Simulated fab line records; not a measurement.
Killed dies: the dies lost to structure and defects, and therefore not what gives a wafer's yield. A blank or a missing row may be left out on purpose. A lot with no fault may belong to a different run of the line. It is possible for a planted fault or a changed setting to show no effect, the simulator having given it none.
Comparing a struck lot with a sound one | flow sky130 | 14 steps out of a route of 708
Sound: these wafers, L721.1, L721.3, L721.5. Wafers struck: L714.1, L714.3, L714.4. The cause is named last.
Order at every step that has rows: each side's tool, ch and its chambers, its first start. Under that, the readings that differ: sound wafers | struck wafers | difference of the means | sigmas: that difference in standard deviations of wafers without a fault.
alike: words and numbers the same on both sides, and readings whose means are apart by under 2 such deviations; not compared: readings that were withheld, readings missing a value for some wafer, numbers with overlapping values and no deviation given by the record, and bounds like >300 which may hide the same value.
The two part at a step that has a row with sigmas, a row that says differs or no value, or rows on one side only. Numbers that don't overlap but have no deviation are shown without sigmas and don't part them. A reading that every wafer of one side lacks parts them only if that side has two wafers or more.

SKY_SONOS_TUNNEL_TW_MEAS_12:
  struck on film metro-01, day 15 00:15; sound on film metro-01, day 17 10:18
  alike: SONOS_TUNNEL_TW
then, 2 steps without rows for these wafers: SKY_SONOS_TUNNEL_CLEAN_13 (cleans in dHF, time 20 s); SKY_SONOS_ONO_OXIDATION_00 (stabilise 600 s, purge 300 s, target thk 2.6 nm).
SKY_SONOS_ONO_THK_MEAS_01:
  struck on film metro-02, day 15 03:38; sound on film metro-02, day 17 12:13
  alike: SONOS_ONO_OXIDATION_THK
then, 1 step without rows for these wafers: SKY_SONOS_ONO_CVD_02 (deposits Si3N4 from DCS/NH3, target thk 10.5 nm, time 180 s).
SKY_SONOS_ONO_THK_MEAS_03:
  struck on film metro-01, day 15 06:13; sound on film metro-02, day 17 14:04
  alike: SONOS_ONO_CVD_02_THK
then, 1 step without rows for these wafers: SKY_SONOS_ONO_CVD_04 (deposits SiO2 from SiH4/N2O, target thk 5.7199 nm).
SKY_SONOS_ONO_THK_MEAS_05:
  struck on film metro-01, day 15 07:32; sound on film metro-01, day 17 15:35
  reading                   | sound          | struck         | difference | sigmas
  SONOS_ONO_CVD_04_THK (nm) | 5.66 5.65 5.60 | 5.98 5.83 5.90 | +0.27      | +2
then, 4 steps without rows for these wafers: SKY_SONOS_ONO_DEHYDRATE_06 (time 60 s); SKY_SONOS_ONO_HMDS_07 (prime time 60 s); SKY_SONOS_ONO_COAT_08 (resist thk 1140 nm); SKY_SONOS_ONO_SOFTBAKE_09 (time 60 s).
SKY_SONOS_ONO_EXPOSE_10: exposes mask ONOM, target cd 410 nm.
  struck on iline stepper-02, day 15 21:46; sound on iline stepper-01 ch 0, day 18 06:44
  no value came back on the struck wafers for exposure dose mJ cm2, focus offset nm (nm); on the sound wafers exposure dose mJ cm2 reads 149.81 149.89 149.76
  alike: mask
after that, 1 step had no rows for these wafers: SKY_SONOS_ONO_PEB_11.

WHERE THEY PART
Last at SKY_SONOS_ONO_EXPOSE_10 as far as this record goes, first at SKY_SONOS_ONO_THK_MEAS_05.

WHY: whatever the simulator had introduced
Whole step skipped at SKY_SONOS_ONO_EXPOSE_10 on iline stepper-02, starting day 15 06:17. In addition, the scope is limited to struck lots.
